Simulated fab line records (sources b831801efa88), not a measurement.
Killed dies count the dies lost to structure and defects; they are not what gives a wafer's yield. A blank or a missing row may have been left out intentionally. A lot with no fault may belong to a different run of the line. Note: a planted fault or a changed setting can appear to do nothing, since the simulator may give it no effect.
A lot that was struck, set against a sound lot / flow sky130 / 18 out of 708 route steps
Sound: wafers L493.1, L493.2, L493.3. Struck: wafer L506.6 (L506.1, L506.2, from the same lot, were not struck and are left out); the cause is given at the end.
For every step that has rows: the tool of each side, followed by ch and its chambers, followed by its first start. Under that, the readings that differ: sound wafers / struck wafers / difference of the means / sigmas: that difference in standard deviations of wafers without a fault.
alike: words and numbers the same on both sides, and readings whose means are apart by under 2 such deviations; not compared: readings that were withheld, readings missing a value for some wafer, numbers with overlapping values and no deviation given by the record, and bounds like >300 which may hide the same value.
Wherever a step has rows on one side only, a row that says differs or no value, or a row with sigmas, the two part there. Non-overlapping numbers with no deviation appear without sigmas and do not part them. Lack of a reading on every wafer of one side parts them only where that side has two or more wafers.

first, 4 steps without rows for these wafers: SKY_DNWELL_EXPOSE_04 (exposes mask DNM, target cd 3000 nm); SKY_DNWELL_PEB_05; SKY_DNWELL_DEVELOP_06 (develop time 60 s); SKY_DNWELL_IMPLANT_07.
SKY_DNWELL_STRIP_08: strips in O2/N2.
  sound on plasma_asher-03 ch 0,1, day 5 00:04; struck on plasma_asher-03 ch 1, day 7 18:49
  alike: drypump_motor_current_A, n2_flow_sccm, o2_flow_sccm, oes_product_au, strip_time_to_endpoint_s
  not compared: rf_hours_counter_h
SKY_DNWELL_TW_MEAS_09:
  sound on film_metro-02, day 5 00:10; struck on film_metro-01, day 7 18:55
  alike: DNWELL_TW
then, 6 steps without rows for these wafers: SKY_PWDE_DEHYDRATE_00 (time 60 s); SKY_PWDE_HMDS_01 (prime time 60 s); SKY_PWDE_COAT_02 (resist thk 3000 nm); SKY_PWDE_SOFTBAKE_03; SKY_PWDE_EXPOSE_04 (exposes mask PWDEM, target cd 840 nm); SKY_PWDE_PEB_05.
SKY_PWDE_DEVELOP_06: develop time 60 s.
  sound on litho_track-02 ch 0, day 5 17:00; struck on litho_track-02 ch 0, day 8 14:00
SKY_PWDE_OVL_MEAS_07:
  sound on overlay-02, day 5 17:55; struck on overlay-01, day 8 14:31
  not compared: PWDE_OVL
after that, 1 step had no rows for these wafers: SKY_PWDE_IMPLANT_08.
SKY_PWDE_STRIP_09: strips in O2/N2.
  sound on plasma_asher-04 ch 0,1, day 5 18:08; struck on plasma_asher-04 ch 1, day 8 14:43
reading=o2_flow_sccm (sccm); sound=3000 2988 2996; struck=3016; difference=+21; sigmas=+2
  alike: drypump_motor_current_A, n2_flow_sccm, oes_product_au, strip_time_to_endpoint_s
  not compared: rf_hours_counter_h
SKY_PWDE_TW_MEAS_10:
  sound on film_metro-04, day 5 18:14; struck on film_metro-04, day 8 14:49
reading=PWDE_TW; sound=378.8 375.2 377.3; struck=30.2; difference=-346.9; sigmas=-99 or more
then, 1 step without rows for these wafers: SKY_NWELL_DEHYDRATE_03 (time 60 s).

WHERE THEY PART
Earliest at SKY_PWDE_STRIP_09; latest, in this record, at SKY_PWDE_TW_MEAS_10.

WHY: whatever the simulator had introduced
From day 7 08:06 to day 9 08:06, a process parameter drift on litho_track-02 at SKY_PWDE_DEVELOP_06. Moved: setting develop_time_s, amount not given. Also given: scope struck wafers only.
